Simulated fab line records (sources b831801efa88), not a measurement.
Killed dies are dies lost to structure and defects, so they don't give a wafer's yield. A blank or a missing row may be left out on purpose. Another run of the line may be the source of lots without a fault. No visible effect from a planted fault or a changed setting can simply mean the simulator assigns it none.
One fault through the eyes of 2 desks -- flow sky130 -- each desk holds nothing but its own numbers, with what lay behind them at the end

## THE METROLOGY DESK
What the gauges read, lot by lot, whatever tool the lot ran on: means of the sampled wafers that have a number. A lot is out of limits, marked OUT, if its mean lies more than 4 standard deviations from the usual mean; the brackets give that distance.
Columns: A = VT_ADJUST_NCORE_OVL at SKY_VT_ADJUST_NCORE_OVL_MEAS_08, usual 0.0 nm; B = SONOS_ONO_OXIDATION_THK at SKY_SONOS_ONO_THK_MEAS_01, usual 2.57 nm; C = SONOS_ONO_CVD_04_THK at SKY_SONOS_ONO_THK_MEAS_05, usual 5.65 nm
lot,first seen here,A,B,C
L587,day 9 13:29,-0.7,2.58,5.74
L590,day 10 15:11,0.6,2.54,5.63
L591,day 10 21:11,2.4,2.63,5.84
L593,day 11 11:18,0.0,2.54,5.55
L594,day 11 15:51,1.0,2.65,6.12 (+4.2) OUT
L595,day 12 00:05,0.3,2.56,6.01
L596,day 12 10:02,-1.1,2.55,6.95 (+12) OUT
L603,day 14 16:52,-2.9,2.51,5.59
L604,day 14 21:33,-1.5,2.63,5.89
L606,day 15 05:47,-0.0,2.54,5.80
L605,day 15 09:19,1.4,2.49,5.64
This desk reports L594, L596 out of limits; the earliest was L594 at day 15 02:25 (SONOS_ONO_CVD_04_THK at SKY_SONOS_ONO_THK_MEAS_05). In limits: L587, L590, L591, L593, L595, L603, L604, L606, L605.

## DESK OF THE TOOL OWNER: lpcvd-03
The tool's own readings at SKY_SONOS_ONO_CVD_04 (deposits SiO2 from SiH4/N2O, target thk 5.7199 nm): means of the sampled wafers that have a number, for each lot that ran on this tool. A lot is out of limits, marked OUT, if its mean lies more than 4 standard deviations from the usual mean; the brackets give that distance.
Columns: A = spike_tc_bottom_C at SKY_SONOS_ONO_CVD_04, usual 915.8 C; B = spike_tc_centre_C at SKY_SONOS_ONO_CVD_04, usual 900.5 C; C = spike_tc_lower_C at SKY_SONOS_ONO_CVD_04, usual 900.2 C; D = zone_power_bottom_pct at SKY_SONOS_ONO_CVD_04, usual 26.1 %; E = zone_power_centre_pct at SKY_SONOS_ONO_CVD_04, usual 17.6 %; F = zone_power_lower_pct at SKY_SONOS_ONO_CVD_04, usual 18.2 %
lot,first seen here,A,B,C,D,E,F
L587,day 12 15:46,914.2,899.2,899.8,25.1,18.2,16.3
L590,day 13 20:23,914.1,899.4,899.9,25.1,18.1,16.3
L591,day 14 03:39,914.4,900.5,899.1,24.8,18.0,16.2
L593,day 14 20:21,918.0,901.1,901.9,27.8,16.8,21.0
L594,day 15 01:09,909.8,895.3 (-5.2) OUT,933.6 (+24) OUT,20.3,12.2 (-7.5) OUT,28.5 (+4.1) OUT
L595,day 15 08:40,909.3,896.1 (-4.4) OUT,933.1 (+24) OUT,20.4,12.1 (-7.7) OUT,28.3 (+4.0) OUT
L596,day 15 19:43,907.8 (-4.4) OUT,897.7,933.1 (+23) OUT,20.3,12.1 (-7.6) OUT,28.5 (+4.1) OUT
L603,day 18 09:58,918.2,900.5,901.8,27.9,16.7,21.1
L604,day 18 17:10,917.3,901.0,902.6,27.8,16.6,21.3
L606,day 19 00:38,917.3,901.4,901.9,28.3,16.6,21.4
L605,day 19 06:35,914.7,900.5,899.3,25.1,18.0,16.4
This desk's verdict: out of limits on L594, L595, L596, starting with L594 at day 15 01:09 (spike_tc_centre_C at SKY_SONOS_ONO_CVD_04). In limits: L587, L590, L591, L593, L603, L604, L606, L605.

## PUT TOGETHER
The tool owner's desk could have raised an alarm at day 15 01:09, on L594, L595, L596.
The metrology desk could have raised an alarm at day 15 02:25, on L594, L596.
The metrology desk holds a record of L595, inside its limits.
All the named lots went through SKY_SONOS_ONO_CVD_04 on lpcvd-03.

## WHAT HAD BEEN PUT IN BY THE SIMULATOR
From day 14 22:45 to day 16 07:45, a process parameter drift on lpcvd-03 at SKY_SONOS_ONO_CVD_04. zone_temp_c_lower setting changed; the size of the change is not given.
Lots struck among those shown: L594, L595, L596.
Delay (hours) between the fault's onset and each desk's first out-of-limits reading: 2 at the tool owner's desk, 4 at the metrology desk.
